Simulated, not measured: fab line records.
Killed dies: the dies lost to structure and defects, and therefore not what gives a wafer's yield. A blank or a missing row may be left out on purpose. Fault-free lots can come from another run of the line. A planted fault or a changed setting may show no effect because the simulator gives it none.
fab line records	flow sky130
record lots=6	wafers=18	last_day=50
route steps=708 shown LDD_HVP@286 LDD_LDN@289 SPACER@304 POLY_CUT@307 SD_P@320 PAD_OPEN@708
lots that met no fault: from a run of the same line without faults
start_h: hours from the record's first day to the start of the lot's first wafer shown	wait_h: hours from the lot's prior step to this one	" as in the row above	L1.1+2: several wafers, shown together as one row	- no value, or no start given	* or withheld: withheld	< > ~ a bound
route shown NAME@n: a module of which the file shows steps, and the number in the route of the first	usual: average and standard deviation across the fault-free wafers	same: alike in all rows	chamber/n: place in a boat	sites: each site's reading	_std_site: standard deviation of those values	_edge_site: inner sites' mean taken away from outer sites' mean	radius_mm: for every site, how far away it sits from the centre of the wafer	mask NAME#n: copy n	behind: the most recent tool/chamber to have shaped the wafer	hold: cause of the lot's hold/its duration in hours/its outcome	device: the transistor (n, p or np) that didn't switch	end of line: tests run on the same wafers once the route is complete	a step without rows: its recipe alone	killed: count of dies lost to structure and defects at first sort (not the wafer's yield)	map: a wafer's dies, marking killed ones x, the rest . and places with no die _
set.NAME: the setting the step ran with; set.NAME@STEP: the setting that earlier step ran with	model.NAME: the simulator's own value behind a step, which no gauge read
certain route steps with their lots: each step a table, each wafer a row
services: when a tool's chamber went out of use (start_h, in hours from the record's first day, below 0 if earlier), for how many hours, and the reason
## steps
# step SKY_LDD_HVP_IMPLANT_08
# recipe species=B	energy_kev=20	dose_cm2=1.7e+13	tilt_deg=17.9
# step SKY_LDD_HVP_STRIP_09
# recipe chemistry=O2/N2	power_w=1400	pressure_mtorr=1500	platen_temp_c=withheld	o2_flow_sccm=3000	n2_flow_sccm=300	overash_fraction=0.5
# usual drypump_motor_current_A=5.9/0.41	oes_product_au=0.409/0.0049	strip_time_to_endpoint_s=4.139/0.014
lot.wafer	tool	chamber	start_h	wait_h	drypump_motor_current_A	oes_product_au	rf_hours_counter_h	strip_time_to_endpoint_s
L784.1	plasma_asher-04	0	503.04	0.1	5.3	0.405	67	4.115
L784.2	"	1	"	"	5.9	0.412	67	4.141
L784.5	"	1	"	"	5.9	0.408	-	4.134
L787.1	plasma_asher-04	1	530.20	0.1	5.9	0.410	69	4.147
L787.2	"	0	"	"	5.3	0.411	69	4.125
L787.6	"	1	"	"	5.9	0.407	-	4.153
L789.1	plasma_asher-04	1	564.50	0.1	5.9	0.403	73	4.134
L789.4	"	0	"	"	5.3	0.414	-	4.117
L789.5	"	0	"	"	5.3	0.410	-	4.123
L792.1	plasma_asher-01	1	581.81	0.1	5.9	0.407	90	4.134
L792.2	"	0	"	"	6.4	0.409	90	4.168
L792.4	"	1	"	"	5.9	0.409	-	4.154
L801.3	plasma_asher-03	0	649.38	0.1	6.4	0.412	-	4.155
L801.4	"	1	"	"	6.0	0.415	-	4.146
L801.5	"	0	"	"	6.4	0.415	-	4.155
L803.3	plasma_asher-01	1	670.33	0.1	5.9	0.409	-	4.146
L803.4	"	0	"	"	6.4	0.411	-	4.107
L803.6	"	0	"	"	6.4	0.404	-	4.126
# step SKY_LDD_HVP_TW_MEAS_10
# usual LDD_HVP_TW=458.3/2.7
lot.wafer	tool	chamber	start_h	wait_h	LDD_HVP_TW
L784.1	film_metro-02	-	503.14	0.1	460.5
L784.2	"	-	"	"	459.5
L784.5	"	-	"	"	459.7
L787.1	film_metro-01	-	530.30	0.1	456.2
L787.2	"	-	"	"	459.9
L787.6	"	-	"	"	460.5
L789.1	film_metro-03	-	564.60	0.1	460.4
L789.4	"	-	"	"	464.0
L789.5	"	-	"	"	460.3
L792.1	film_metro-02	-	581.91	0.1	459.3
L792.2	"	-	"	"	459.4
L792.4	"	-	"	"	461.6
L801.3	film_metro-01	-	649.47	0.1	464.2
L801.4	"	-	"	"	457.7
L801.5	"	-	"	"	459.6
L803.3	film_metro-03	-	670.42	0.1	460.6
L803.4	"	-	"	"	461.0
L803.6	"	-	"	"	460.1
# step SKY_LDD_LDN_DEHYDRATE_00
# recipe temp_c=200	time_s=60
# step SKY_LDD_LDN_HMDS_01
# recipe prime_time_s=60	prime_temp_c=120
# step SKY_LDD_LDN_COAT_02
# recipe resist=NOVOLAK	spin_rpm=3000	resist_thk_nm=1140
# step SKY_LDD_LDN_SOFTBAKE_03
# recipe temp_c=90	time_s=60	resist=NOVOLAK
# step SKY_LDD_LDN_EXPOSE_04
# recipe mask_id=LDNTM	na=0.6	source_shape=conventional	sigma_outer=0.6	polarization=unpolarized	target_cd_nm=700	dose_mj=140
# step SKY_LDD_LDN_PEB_05
# recipe temp_c=withheld	time_s=*	resist=NOVOLAK
# step SKY_LDD_LDN_DEVELOP_06
# recipe resist=NOVOLAK	developer=TMAH	develop_time_s=60	dev_temp_c=23
# step SKY_LDD_LDN_OVL_MEAS_07
# usual LDD_LDN_OVL=0.4/1.6
lot.wafer	tool	chamber	start_h	wait_h	LDD_LDN_OVL[nm]
L784.1	overlay-02	-	533.17	0.1	1.7
L784.2	"	-	"	"	3.9
L784.5	"	-	"	"	2.9
L787.1	overlay-02	-	560.12	0.1	0.7
L787.2	"	-	"	"	0.3
L787.6	"	-	"	"	-0.4
L789.1	overlay-02	-	594.41	0.1	-1.0
L789.4	"	-	"	"	-1.5
L789.5	"	-	"	"	-0.9
L792.1	overlay-01	-	611.97	0.1	1.4
L792.2	"	-	"	"	0.6
L792.4	"	-	"	"	0.5
L801.3	overlay-02	-	678.52	0.1	-0.6
L801.4	"	-	"	"	0.9
L801.5	"	-	"	"	1.8
L803.3	overlay-02	-	699.02	0.1	1.9
L803.4	"	-	"	"	1.1
L803.6	"	-	"	"	0.7
# step SKY_LDD_LDN_IMPLANT_08
# recipe species=As	energy_kev=15	dose_cm2=1.25e+13	tilt_deg=withheld	rotation_deg=23
# step SKY_LDD_LDN_IMPLANT_09
# recipe species=As	energy_kev=15	dose_cm2=1.25e+13	tilt_deg=withheld	rotation_deg=113
# usual beam_energy_keV=15.001/0.0058
# same implant_ion_amu=75
lot.wafer	tool	chamber	start_h	wait_h	beam_energy_keV
L784.1	implanter-02	0	533.36	0.1	15.001
L784.2	"	0	"	"	15.001
L784.5	"	0	"	"	15.000
L787.1	implanter-04	0	560.31	0.1	15.000
L787.2	"	0	"	"	15.004
L787.6	"	0	"	"	15.002
L789.1	implanter-02	0	594.60	0.1	14.993
L789.4	"	0	"	"	14.995
L789.5	"	0	"	"	14.998
L792.1	implanter-04	0	612.16	0.1	15.001
L792.2	"	0	"	"	14.998
L792.4	"	0	"	"	15.013
L801.3	implanter-04	0	678.74	0.1	14.995
L801.4	"	0	"	"	15.003
L801.5	"	0	"	"	14.993
L803.3	implanter-04	0	699.25	0.1	15.005
L803.4	"	0	"	"	14.993
L803.6	"	0	"	"	14.994
# step SKY_LDD_LDN_IMPLANT_10
# recipe species=As	energy_kev=15	dose_cm2=1.25e+13	tilt_deg=withheld	rotation_deg=203
# step SKY_LDD_LDN_IMPLANT_11
# recipe species=As	energy_kev=15	dose_cm2=1.25e+13	tilt_deg=withheld	rotation_deg=293
# step SKY_LDD_LDN_STRIP_12
# recipe chemistry=O2/N2	power_w=1400	pressure_mtorr=1500	platen_temp_c=withheld	o2_flow_sccm=3000	n2_flow_sccm=300	overash_fraction=0.5
# usual drypump_motor_current_A=6.0/0.31	oes_product_au=0.716/0.0046	strip_time_to_endpoint_s=14.19/0.04
lot.wafer	tool	chamber	start_h	wait_h	drypump_motor_current_A	oes_product_au	rf_hours_counter_h	strip_time_to_endpoint_s
L784.1	plasma_asher-02	0	533.81	0.1	5.8	0.719	41	14.19
L784.2	"	1	"	"	5.6	0.719	41	14.25
L784.5	"	1	"	"	5.6	0.722	-	14.21
L787.1	plasma_asher-02	0	560.76	0.1	5.8	0.722	44	14.25
L787.2	"	1	"	"	5.6	0.715	44	14.23
L787.6	"	1	"	"	5.6	0.719	-	14.20
L789.1	plasma_asher-01	0	595.05	0.1	6.4	0.714	91	14.23
L789.4	"	1	"	"	6.0	0.709	-	14.21
L789.5	"	0	"	"	6.4	0.716	-	14.19
L792.1	plasma_asher-01	1	612.61	0.1	5.9	0.714	93	14.19
L792.2	"	0	"	"	6.4	0.718	93	14.17
L792.4	"	0	"	"	6.4	0.715	-	14.16
L801.3	plasma_asher-03	1	679.18	0.1	6.0	0.715	-	14.14
L801.4	"	0	"	"	6.4	0.723	-	14.18
L801.5	"	0	"	"	6.4	0.714	-	14.17
L803.3	plasma_asher-01	0	699.68	0.1	6.4	0.712	-	14.26
L803.4	"	1	"	"	5.9	0.718	-	14.27
L803.6	"	0	"	"	6.4	0.720	-	14.23
# step SKY_LDD_LDN_TW_MEAS_13
# usual LDD_LDN_TW=1489/6.6
lot.wafer	tool	chamber	start_h	wait_h	LDD_LDN_TW
L784.1	film_metro-01	-	533.91	0.1	1495
L784.2	"	-	"	"	1492
L784.5	"	-	"	"	1481
L787.1	film_metro-01	-	560.86	0.1	1493
L787.2	"	-	"	"	1481
L787.6	"	-	"	"	1485
L789.1	film_metro-03	-	595.15	0.1	1500
L789.4	"	-	"	"	1493
L789.5	"	-	"	"	1487
L792.1	film_metro-01	-	612.71	0.1	1487
L792.2	"	-	"	"	1485
L792.4	"	-	"	"	1490
L801.3	film_metro-04	-	679.26	0.1	1485
L801.4	"	-	"	"	1478
L801.5	"	-	"	"	1479
L803.3	film_metro-04	-	699.77	0.1	1491
L803.4	"	-	"	"	1474
L803.6	"	-	"	"	1488
# step SKY_LDD_LDN_CLEAN_14
# recipe chemistry=SC1/SC2	mix=1:4:20	temp_c=70	time_s=150	dry=n2_spin
# step SKY_SPACER_CVD_00
# recipe material=Si3N4	precursor=DCS/NH3	target_thk_nm=43.1	temp_c=770	time_s=740	pressure_mtorr=250
# step SKY_SPACER_THK_MEAS_01
# recipe reads=Si3N4_of_SPACER_CVD_00
# usual SPACER_CVD_00_THK=43.1/0.39
lot.wafer	tool	chamber	start_h	wait_h	SPACER_CVD_00_THK[nm]
L784.1	film_metro-04	-	535.23	0.0	43.2
L784.2	"	-	"	"	43.4
L784.5	"	-	"	"	42.8
L787.1	film_metro-03	-	562.17	0.0	43.4
L787.2	"	-	"	"	43.2
L787.6	"	-	"	"	43.2
L789.1	film_metro-04	-	596.47	0.0	42.7
L789.4	"	-	"	"	43.2
L789.5	"	-	"	"	43.0
L792.1	film_metro-02	-	614.02	0.0	43.1
L792.2	"	-	"	"	43.2
L792.4	"	-	"	"	43.0
L801.3	film_metro-03	-	680.72	0.0	42.7
L801.4	"	-	"	"	43.4
L801.5	"	-	"	"	43.2
L803.3	film_metro-04	-	702.69	0.0	42.5
L803.4	"	-	"	"	43.2
L803.6	"	-	"	"	43.0
# step SKY_SPACER_ETCHBACK_02
# recipe chemistry=CH3F/O2	target=Si3N4	stop_on=SiO2	source_w=400	bias_w=80	pressure_mtorr=25	ch3f_flow_sccm=40	O2_flow_sccm=30	time_s=46.7	target_depth_a=450
# step SKY_POLY_CUT_DEHYDRATE_00
# recipe temp_c=200	time_s=60
# step SKY_POLY_CUT_HMDS_01
# recipe prime_time_s=60	prime_temp_c=120
# step SKY_POLY_CUT_COAT_02
# recipe resist=BARC	temp_c=withheld	time_s=withheld	spin_rpm=3000	resist_thk_nm=60
# step SKY_POLY_CUT_COAT_03
# recipe resist=KrF-thick	spin_rpm=3000	resist_thk_nm=450
# step SKY_POLY_CUT_SOFTBAKE_04
# recipe temp_c=100	time_s=90	resist=KrF-thick
# step SKY_POLY_CUT_EXPOSE_05
# recipe mask_id=NPCM	na=0.8	source_shape=annular	sigma_inner=0.55	sigma_outer=0.85	target_cd_nm=270	dose_mj=32
# step SKY_POLY_CUT_PEB_06
# recipe peb_temp_c=withheld	peb_time_s=withheld	resist=KrF-thick
# step SKY_POLY_CUT_DEVELOP_07
# recipe develop_time_s=60	resist=KrF-thick	dev_temp_c=21
# step SKY_POLY_CUT_CD_MEAS_08
# recipe target_cd_nm=270
# usual cd_nm=269.7/1.3
lot.wafer	tool	chamber	start_h	wait_h	cd_nm
L784.1	cd_sem-02	-	565.41	-	269.1
L784.2	"	-	"	"	271.7
L784.5	"	-	"	"	270.4
L787.1	cd_sem-01	-	592.17	-	269.7
L787.2	"	-	"	"	270.1
L787.6	"	-	"	"	271.2
L789.1	cd_sem-01	-	626.02	-	271.0
L789.4	"	-	"	"	270.8
L789.5	"	-	"	"	269.7
L792.1	cd_sem-01	-	644.03	-	270.3
L792.2	"	-	"	"	271.4
L792.4	"	-	"	"	270.0
L801.3	cd_sem-01	-	708.82	-	269.0
L801.4	"	-	"	"	270.4
L801.5	"	-	"	"	267.8
L803.3	cd_sem-01	-	729.77	-	269.5
L803.4	"	-	"	"	271.4
L803.6	"	-	"	"	272.5
# step SKY_POLY_CUT_OVL_MEAS_09
# usual POLY_CUT_OVL=-2/5.9
lot.wafer	tool	chamber	start_h	wait_h	POLY_CUT_OVL[nm]
L784.1	overlay-01	-	565.53	0.1	-9
L784.2	"	-	"	"	0
L784.5	"	-	"	"	-3
L787.1	overlay-01	-	592.29	0.1	-5
L787.2	"	-	"	"	3
L787.6	"	-	"	"	2
L789.1	overlay-01	-	626.14	0.1	-4
L789.4	"	-	"	"	4
L789.5	"	-	"	"	-11
L792.1	overlay-02	-	644.15	0.1	-12
L792.2	"	-	"	"	-6
L792.4	"	-	"	"	-3
L801.3	overlay-01	-	708.91	0.1	3
L801.4	"	-	"	"	-4
L801.5	"	-	"	"	8
L803.3	overlay-01	-	729.86	0.1	-5
L803.4	"	-	"	"	-3
L803.6	"	-	"	"	-4
# step SKY_POLY_CUT_ETCH_10
# recipe chemistry=N2/H2	target=BARC	ion_energy_ev=200	source_w=500	bias_w=100	pressure_mtorr=30	n2_flow_sccm=100	h2_flow_sccm=200	stop_on=SiO2	time_s=45.9	target_depth_a=600
# usual drypump_motor_current_A=5.8/0.39	oes_product_au=0.855/0.0043	throttle_valve_pct=13.225/0.0087
# same time_s=45.9
lot.wafer	tool	chamber	start_h	wait_h	drypump_motor_current_A	oes_product_au	rf_hours_counter_h	throttle_valve_pct
L784.1	rie_diel-03	0	565.56	0.0	5.1	0.854	3	13.214
L784.2	"	3	"	"	5.9	0.850	22	13.232
L784.5	"	2	"	"	6.2	0.848	-	13.239
L787.1	rie_diel-02	3	592.33	0.0	6.3	0.854	6	13.202
L787.2	"	1	"	"	5.3	0.849	9	13.225
L787.6	"	2	"	"	6.1	0.854	-	13.222
L789.1	rie_diel-03	3	626.18	0.0	5.9	0.851	23	13.227
L789.4	"	1	"	"	5.6	0.849	2	13.219
L789.5	"	2	"	"	6.2	0.862	-	13.222
L792.1	rie_diel-03	0	644.18	0.0	5.1	0.853	4	13.231
L792.2	"	3	"	"	5.9	0.853	23	13.219
L792.4	"	1	"	"	5.5	0.850	2	13.222
L801.3	rie_diel-03	0	708.93	0.0	5.1	0.847	6	13.225
L801.4	"	1	"	"	5.6	0.851	-	13.217
L801.5	"	3	"	"	5.9	0.863	-	13.217
L803.3	rie_diel-02	2	729.88	0.0	6.1	0.855	1	13.222
L803.4	"	0	"	"	5.9	0.857	13	13.223
L803.6	"	0	"	"	5.9	0.853	-	13.231
# step SKY_POLY_CUT_ETCH_11
# recipe target=Si3N4	chemistry=CF4/CH2F2/Ar	stop_on=poly-Si	source_w=600	bias_w=150	pressure_mtorr=40	cf4_flow_sccm=40	ch2f2_flow_sccm=20	Ar_flow_sccm=150	time_s=42.5	target_depth_a=600
# usual drypump_motor_current_A=5.8/0.39	oes_product_au=0.831/0.0067	throttle_valve_pct=14.995/0.0092
# same time_s=42.5
lot.wafer	tool	chamber	start_h	wait_h	drypump_motor_current_A	oes_product_au	rf_hours_counter_h	throttle_valve_pct
L784.1	rie_diel-03	0	565.61	0.0	5.1	0.832	3	14.989
L784.2	"	3	"	"	5.9	0.838	22	15.006
L784.5	"	2	"	"	6.2	0.838	-	15.004
L787.1	rie_diel-02	3	592.37	0.0	6.3	0.833	6	14.994
L787.2	"	1	"	"	5.3	0.838	9	14.984
L787.6	"	2	"	"	6.1	0.834	-	14.976
L789.1	rie_diel-03	3	626.22	0.0	5.8	0.834	23	15.008
L789.4	"	1	"	"	5.5	0.834	2	14.988
L789.5	"	2	"	"	6.2	0.834	-	14.995
L792.1	rie_diel-03	0	644.23	0.0	5.1	0.835	4	14.986
L792.2	"	3	"	"	5.9	0.822	23	14.994
L792.4	"	1	"	"	5.6	0.840	2	15.002
L801.3	rie_diel-03	0	708.98	0.0	5.1	0.832	6	14.998
L801.4	"	1	"	"	5.6	0.825	-	15.001
L801.5	"	3	"	"	5.9	0.824	-	14.993
L803.3	rie_diel-02	2	729.93	0.0	6.1	0.817	1	14.990
L803.4	"	0	"	"	5.9	0.829	13	14.983
L803.6	"	0	"	"	5.9	0.821	-	14.975
# step SKY_POLY_CUT_STRIP_12
# recipe chemistry=O2/N2	power_w=1400	pressure_mtorr=1500	platen_temp_c=withheld	o2_flow_sccm=3000	n2_flow_sccm=300	overash_fraction=0.5
# usual drypump_motor_current_A=5.9/0.37	oes_product_au=0.453/0.0042	strip_time_to_endpoint_s=5.365/0.016
lot.wafer	tool	chamber	start_h	wait_h	drypump_motor_current_A	oes_product_au	rf_hours_counter_h	strip_time_to_endpoint_s
L784.1	plasma_asher-01	0	565.65	0.0	6.4	0.454	88	5.360
L784.2	"	1	"	"	5.9	0.451	88	5.353
L784.5	"	0	"	"	6.4	0.453	-	5.358
L787.1	plasma_asher-04	0	592.41	0.0	5.3	0.448	75	5.367
L787.2	"	1	"	"	5.8	0.451	75	5.369
L787.6	"	0	"	"	5.3	0.451	-	5.411
L789.1	plasma_asher-02	1	626.26	0.0	5.6	0.459	51	5.354
L789.4	"	1	"	"	5.5	0.448	-	5.353
L789.5	"	1	"	"	5.6	0.461	-	5.380
L792.1	plasma_asher-01	1	644.27	0.0	5.9	0.451	96	5.382
L792.2	"	0	"	"	6.4	0.450	96	5.398
L792.4	"	0	"	"	6.4	0.456	-	5.377
L801.3	plasma_asher-02	1	709.05	0.1	5.5	0.449	-	5.366
L801.4	"	0	"	"	5.8	0.454	-	5.378
L801.5	"	1	"	"	5.6	0.455	-	5.371
L803.3	plasma_asher-02	1	730.00	0.1	5.6	0.452	-	5.372
L803.4	"	0	"	"	5.8	0.453	-	5.364
L803.6	"	1	"	"	5.6	0.451	-	5.389
# step SKY_SD_P_DEHYDRATE_00
# recipe temp_c=200	time_s=60
# step SKY_SD_P_HMDS_01
# recipe prime_time_s=60	prime_temp_c=120
# step SKY_SD_P_COAT_02
# recipe resist=NOVOLAK	spin_rpm=3000	resist_thk_nm=1140
# step SKY_SD_P_SOFTBAKE_03
# recipe temp_c=90	time_s=60	resist=NOVOLAK
# step SKY_SD_P_EXPOSE_04
# recipe mask_id=PSDM	na=0.6	source_shape=conventional	sigma_outer=0.6	polarization=unpolarized	target_cd_nm=380	dose_mj=138
# step SKY_SD_P_PEB_05
# recipe temp_c=withheld	time_s=*	resist=NOVOLAK
# step SKY_SD_P_DEVELOP_06
# recipe resist=NOVOLAK	developer=TMAH	develop_time_s=60	dev_temp_c=23
# step SKY_SD_P_CD_MEAS_07
# recipe target_cd_nm=380
# usual cd_nm=380.6/2.5
lot.wafer	tool	chamber	start_h	wait_h	cd_nm
L784.1	cd_sem-02	-	595.82	0.1	376.2
L784.2	"	-	"	"	378.1
L784.5	"	-	"	"	379.8
L787.1	cd_sem-01	-	622.62	0.1	377.6
L787.2	"	-	"	"	376.4
L787.6	"	-	"	"	375.0
L789.1	cd_sem-02	-	655.27	0.1	378.6
L789.4	"	-	"	"	378.4
L789.5	"	-	"	"	376.4
L792.1	cd_sem-02	-	672.32	0.1	380.7
L792.2	"	-	"	"	380.1
L792.4	"	-	"	"	382.6
L801.3	cd_sem-01	-	736.61	0.1	381.1
L801.4	"	-	"	"	382.9
L801.5	"	-	"	"	382.0
L803.3	cd_sem-01	-	757.55	0.1	378.2
L803.4	"	-	"	"	379.1
L803.6	"	-	"	"	378.7
# step SKY_PAD_OPEN_PROBE_99
# usual killed_at_M0_to_M3=44/7.1	killed_at_M4_up=3.3/1.8	killed_at_contacts=24/5.1	killed_at_front_end=16/4.7	killed_at_other=0.3/0.52	killed_dies=87/9.7	killed_open=47/6.8	killed_short=39/6.7
# same gross_dies=492	killed_at_back_side=0
lot.wafer	tool	chamber	start_h	wait_h	killed_at_M0_to_M3	killed_at_M4_up	killed_at_contacts	killed_at_front_end	killed_at_other	killed_dies	killed_open	killed_short	model.etest.tip_sonos.rs_ohm_sq_range
L784.1	prober-02	-	1083.85	0.1	37	5	24	16	0	82	43	39	48
L784.2	prober-02	-	1083.90	0.1	51	4	33	19	1	108	59	49	42.62
L784.5	prober-02	-	1084.05	0.2	46	3	16	20	0	85	45	40	48.73
L787.1	prober-01	-	1102.70	0.1	46	3	32	15	0	96	54	42	39.85
L787.2	prober-01	-	1102.75	0.1	44	1	12	13	0	70	41	28	35.91
L787.6	prober-01	-	1102.95	0.2	52	2	14	17	0	85	41	44	52.34
L789.1	prober-01	-	1123.96	0.1	38	5	31	16	1	91	48	43	32.09
L789.4	prober-01	-	1124.11	0.2	51	1	25	13	0	90	56	34	45.72
L789.5	prober-01	-	1124.16	0.2	46	3	24	31	2	106	53	51	52.91
L792.1	prober-02	-	1134.59	0.1	41	6	20	20	1	88	45	43	23.79
L792.2	prober-02	-	1134.64	0.1	35	2	31	26	0	94	49	45	50.49
L792.4	prober-02	-	1134.74	0.2	35	2	27	18	2	84	61	23	34.51
L801.3	prober-01	-	1175.94	0.2	40	0	37	16	1	94	50	44	66.35
L801.4	prober-01	-	1175.99	0.2	32	3	26	10	0	71	46	25	90.35
L801.5	prober-01	-	1176.04	0.2	37	3	20	19	0	79	42	37	87.13
L803.3	prober-01	-	1188.25	0.2	36	3	19	18	0	76	42	34	80.24
L803.4	prober-01	-	1188.30	0.2	35	1	26	11	1	74	49	25	105
L803.6	prober-01	-	1188.40	0.2	50	1	23	11	0	85	40	44	94.65
# killed by level:class
L784.1 CONTACT:geometric_particle:open=8 CONTACT:geometric_particle:short=8 FIELD_ISO:geometric_particle:open=7 VIA1:geometric_particle:open=7 LI_CONTACT:geometric_particle:open=6 FIELD_ISO:geometric_particle:short=5 METAL1:geometric_particle:short=5 METAL2:geometric_particle:short=4
L784.2 LI_CONTACT:geometric_particle:open=12 CONTACT:geometric_particle:open=12 METAL2:geometric_particle:short=10 FIELD_ISO:geometric_particle:open=8 VIA1:geometric_particle:open=7 VIA2:geometric_particle:open=7 VIA3:geometric_particle:open=6 METAL1:geometric_particle:short=6
L784.5 VIA1:geometric_particle:open=9 VIA3:geometric_particle:open=7 FIELD_ISO:geometric_particle:open=6 FIELD_ISO:geometric_particle:short=6 CONTACT:geometric_particle:open=5 VIA2:geometric_particle:short=5 CONTACT:geometric_particle:short=4 METAL1:geometric_particle:open=4
L787.1 VIA1:geometric_particle:open=13 LI_CONTACT:geometric_particle:open=13 CONTACT:geometric_particle:open=9 VIA2:geometric_particle:open=8 LI_CONTACT:geometric_particle:short=6 VIA1:geometric_particle:short=6 FIELD_ISO:geometric_particle:short=4 POLY_GATE:geometric_particle:short=4
L787.2 VIA1:geometric_particle:open=11 VIA2:geometric_particle:open=7 POLY_GATE:geometric_particle:open=6 METAL1:geometric_particle:short=5 VIA3:geometric_particle:open=5 VIA2:geometric_particle:short=4 LI_CONTACT:geometric_particle:open=4 CONTACT:geometric_particle:short=3
L787.6 METAL1:geometric_particle:short=9 VIA1:geometric_particle:open=9 VIA3:geometric_particle:open=8 CONTACT:geometric_particle:open=7 METAL2:geometric_particle:short=6 VIA1:geometric_particle:short=6 FIELD_ISO:geometric_particle:open=5 FIELD_ISO:geometric_particle:short=4
L789.1 VIA1:geometric_particle:open=8 CONTACT:geometric_particle:open=8 LOCAL_INTERCONNECT:geometric_particle:short=7 VIA3:geometric_particle:open=6 LI_CONTACT:geometric_particle:short=5 LI_CONTACT:geometric_particle:open=5 VIA1:geometric_particle:short=5 FIELD_ISO:geometric_particle:open=4
L789.4 VIA1:geometric_particle:open=17 VIA2:geometric_particle:open=13 CONTACT:geometric_particle:open=7 LI_CONTACT:geometric_particle:open=5 LOCAL_INTERCONNECT:geometric_particle:short=5 LI_CONTACT:geometric_particle:short=4 METAL1:geometric_particle:short=4 VIA1:geometric_particle:short=4
L789.5 FIELD_ISO:geometric_particle:open=11 METAL2:geometric_particle:short=8 VIA1:geometric_particle:open=8 VIA2:geometric_particle:open=8 CONTACT:geometric_particle:short=7 LI_CONTACT:geometric_particle:open=6 CONTACT:geometric_particle:open=6 FIELD_ISO:geometric_particle:short=5
L792.1 METAL2:geometric_particle:short=8 POLY_GATE:geometric_particle:open=7 LI_CONTACT:geometric_particle:open=7 CONTACT:geometric_particle:open=7 VIA1:geometric_particle:open=7 VIA3:geometric_particle:open=6 VIA2:geometric_particle:open=6 FIELD_ISO:geometric_particle:short=5
L792.2 CONTACT:geometric_particle:open=11 VIA1:geometric_particle:open=10 FIELD_ISO:geometric_particle:short=8 CONTACT:geometric_particle:short=7 FIELD_ISO:geometric_particle:open=6 POLY_GATE:geometric_particle:short=6 VIA1:geometric_particle:short=6 LI_CONTACT:geometric_particle:open=5
L792.4 CONTACT:geometric_particle:open=11 VIA1:geometric_particle:open=10 LI_CONTACT:geometric_particle:open=8 VIA3:geometric_particle:open=7 FIELD_ISO:geometric_particle:open=5 POLY_GATE:geometric_particle:open=5 METAL1:geometric_particle:open=4 POLY_GATE:geometric_particle:short=3
L801.3 CONTACT:geometric_particle:open=17 LI_CONTACT:geometric_particle:open=8 METAL1:geometric_particle:short=6 VIA1:geometric_particle:open=6 VIA1:geometric_particle:short=6 METAL2:geometric_particle:short=6 FIELD_ISO:geometric_particle:open=5 LI_CONTACT:geometric_particle:short=5
L801.4 CONTACT:geometric_particle:open=12 VIA1:geometric_particle:short=8 LI_CONTACT:geometric_particle:open=7 VIA3:geometric_particle:open=6 VIA1:geometric_particle:open=5 CONTACT:geometric_particle:short=3 POLY_GATE:geometric_particle:open=3 LOCAL_INTERCONNECT:geometric_particle:short=3
L801.5 CONTACT:geometric_particle:open=9 VIA1:geometric_particle:open=8 FIELD_ISO:geometric_particle:short=6 VIA3:geometric_particle:open=6 POLY_GATE:geometric_particle:short=5 LI_CONTACT:geometric_particle:open=5 FIELD_ISO:geometric_particle:open=4 VIA2:geometric_particle:open=4
L803.3 VIA1:geometric_particle:open=10 LI_CONTACT:geometric_particle:open=7 FIELD_ISO:geometric_particle:open=6 CONTACT:geometric_particle:open=5 METAL2:geometric_particle:short=5 FIELD_ISO:geometric_particle:short=4 VIA3:geometric_particle:short=4 POLY_GATE:geometric_particle:open=4
L803.4 CONTACT:geometric_particle:open=12 VIA3:geometric_particle:open=8 VIA1:geometric_particle:open=7 VIA2:geometric_particle:open=7 LI_CONTACT:geometric_particle:open=5 FIELD_ISO:geometric_particle:open=4 METAL2:geometric_particle:short=4 POLY_GATE:geometric_particle:open=3
L803.6 CONTACT:geometric_particle:open=11 VIA2:geometric_particle:open=10 VIA2:geometric_particle:short=7 VIA1:geometric_particle:short=6 METAL2:geometric_particle:short=6 VIA3:geometric_particle:open=6 CONTACT:geometric_particle:short=5 METAL1:geometric_particle:short=5
## services
tool	chamber	start_h	hours	kind
plasma_asher-01	-	481.92	4.3	repair
plasma_asher-03	-	483.82	0.5	repair
rie_diel-03	-	495.18	0.7	repair
plasma_asher-01	-	498.80	8.8	repair
implanter-02	-	502.09	19.0	repair
plasma_asher-01	-	530.86	14.6	pm
rie_diel-02	-	533.90	2.3	repair
plasma_asher-03	-	535.53	1.2	repair
plasma_asher-04	-	550.75	0.4	repair
plasma_asher-03	-	552.25	15.6	pm
plasma_asher-04	-	564.62	14.6	pm
rie_diel-03	3	569.48	10.7	repair
implanter-04	-	575.68	0.8	repair
plasma_asher-02	-	597.09	2.9	repair
implanter-04	-	597.81	5.1	repair
rie_diel-03	1	638.17	2.3	repair
rie_diel-02	-	651.52	1.9	repair
rie_diel-02	-	655.44	0.6	repair
plasma_asher-04	-	669.30	2.4	repair
rie_diel-02	3	688.98	4.5	repair
implanter-04	-	693.49	2.7	repair
rie_diel-03	2	708.88	3.1	repair
plasma_asher-01	-	724.13	1.9	repair
rie_diel-03	2	727.21	5.3	repair
## key
first_sign none at tools or gauges
model_effect step=SKY_PAD_OPEN_PROBE_99	value=etest.tip_sonos.rs_ohm_sq_range	without=35.51	struck=87.29
met_at SKY_LDD_LDN_IMPLANT_09
struck_wafers L801.3,L801.4,L801.5,L803.3,L803.4,L803.6
tester_left_out L801,L803
onset_between 612.16 678.74
also_fits time
fault kind=process_parameter_drift	tool=implanter-04	chamber=-	onset_h=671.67	steps=SKY_LDD_LDN_IMPLANT_09	channel=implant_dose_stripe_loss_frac	offset=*	shape=step	end_h=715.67
# tester_left_out: of these lots the tester's yield and bins aren't shown, on N5 and GAA mostly nor the transistor test; their killed dies are dies lost to structure and defects alone, not to doping, threshold or leakage, so they don't give the yield
